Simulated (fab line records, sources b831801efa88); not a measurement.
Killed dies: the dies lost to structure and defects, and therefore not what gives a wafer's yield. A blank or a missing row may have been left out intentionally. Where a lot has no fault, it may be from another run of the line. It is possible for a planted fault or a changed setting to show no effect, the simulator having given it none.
Check for tools in common + flow sky130 + 11 lots and 39 wafers in the sample

REASON IT WAS OPENED
2 of 11 lots carry a flag on the reading SD_N_RS at SKY_SD_N_RS_MEAS_16. Fault-free wafers read 68.59 ohm/sq, with a standard deviation of 0.12.
Rule: a lot gets a flag if all its wafers with a number sit over 4 standard deviations from that mean, or if no wafer of it has a number. All remaining lots are regarded as sound.

| lot  | measured     | on            | SD_N_RS (ohm/sq), wafer by wafer    | flag    |
|------|--------------|---------------|-------------------------------------|---------|
| L408 | day 27 15:23 | film_metro-03 | 68.63 68.38 68.69                   |         |
| L409 | day 28 11:25 | film_metro-02 | 68.58 68.72 68.54                   |         |
| L410 | day 28 12:20 | film_metro-02 | 68.55 68.64 68.68                   |         |
| L412 | day 29 06:57 | film_metro-03 | 68.47 68.61 68.47                   |         |
| L413 | day 29 23:33 | film_metro-03 | 68.57 68.47 68.47                   |         |
| L414 | day 30 01:55 | film_metro-03 | 68.55 68.61 68.62                   |         |
| L421 | day 32 07:25 | film_metro-01 | 65.60 65.45 65.71 65.63 65.66 65.64 | FLAGGED |
| L423 | day 33 01:28 | film_metro-02 | 65.90 65.97 65.89 65.73 65.87 65.91 | FLAGGED |
| L428 | day 34 08:51 | film_metro-02 | 68.70 68.64 68.75                   |         |
| L430 | day 35 03:26 | film_metro-01 | 68.67 68.51 68.63                   |         |
| L431 | day 35 12:36 | film_metro-02 | 68.78 68.70 68.68                   |         |
The mean of the flagged lots' numbers is 65.75 ohm/sq, -2.84 ohm/sq from the usual (-24 standard deviations).

WHICH TOOL EACH LOT WENT THROUGH
The record keeps 1 process step preceding the reading, out of 708 steps on the route. Cell contents, in order: the tool; ch with the chambers the sampled wafers went through; the start.
| lot  | flag    | SKY_SD_N_RTA_14                  |
|------|---------|----------------------------------|
| L408 |         | rtp_anneal-02 ch 0, day 27 15:12 |
| L409 |         | rtp_anneal-01 ch 0, day 28 11:13 |
| L410 |         | rtp_anneal-02 ch 0, day 28 12:10 |
| L412 |         | rtp_anneal-02 ch 0, day 29 06:47 |
| L413 |         | rtp_anneal-01 ch 0, day 29 23:23 |
| L414 |         | rtp_anneal-02 ch 0, day 30 01:44 |
| L421 | FLAGGED | rtp_anneal-01 ch 0, day 32 07:14 |
| L423 | FLAGGED | rtp_anneal-01 ch 0, day 33 01:17 |
| L428 |         | rtp_anneal-02 ch 0, day 34 08:41 |
| L430 |         | rtp_anneal-02 ch 0, day 35 03:14 |
| L431 |         | rtp_anneal-01 ch 0, day 35 12:26 |
These steps, and what they do:
- SKY_SD_N_RTA_14: time 2 s.
- SKY_SD_N_RS_MEAS_16: measures by four-point-probe.

FLAGGED OVER TOTAL, TOOL BY TOOL (the gauges that took the reading come last)
| step                | tool          | lots run | flagged | share of the flagged lots | sound lots run after its first flagged lot |
|---------------------|---------------|----------|---------|---------------------------|--------------------------------------------|
| SKY_SD_N_RTA_14     | rtp_anneal-01 | 5        | 2       | all                       | 1 (L431)                                   |
| SKY_SD_N_RTA_14     | rtp_anneal-02 | 6        | 0       | none                      | -                                          |
| SKY_SD_N_RS_MEAS_16 | film_metro-01 | 2        | 1       | some                      | 1 (L430)                                   |
| SKY_SD_N_RS_MEAS_16 | film_metro-02 | 5        | 1       | some                      | 2 (L428,L431)                              |
| SKY_SD_N_RS_MEAS_16 | film_metro-03 | 4        | 0       | none                      | -                                          |

THE TABLE: WHAT IT ALLOWS
Rows of the table that ran each flagged lot: 1, that is rtp_anneal-01 at SKY_SD_N_RTA_14.
- rtp_anneal-01 at SKY_SD_N_RTA_14 ran 5 lots, 2 of them flagged. After the first flagged lot (L431), sound lots still ran on it; a lasting fault on the whole tool would not permit that. Its own readings lie more than 4 standard deviations out on every wafer of the flagged lots: wafer_temp_C_max.
No row of the table ran every flagged lot and no sound lot after the first.

WHAT HAD BEEN PUT IN BY THE SIMULATOR
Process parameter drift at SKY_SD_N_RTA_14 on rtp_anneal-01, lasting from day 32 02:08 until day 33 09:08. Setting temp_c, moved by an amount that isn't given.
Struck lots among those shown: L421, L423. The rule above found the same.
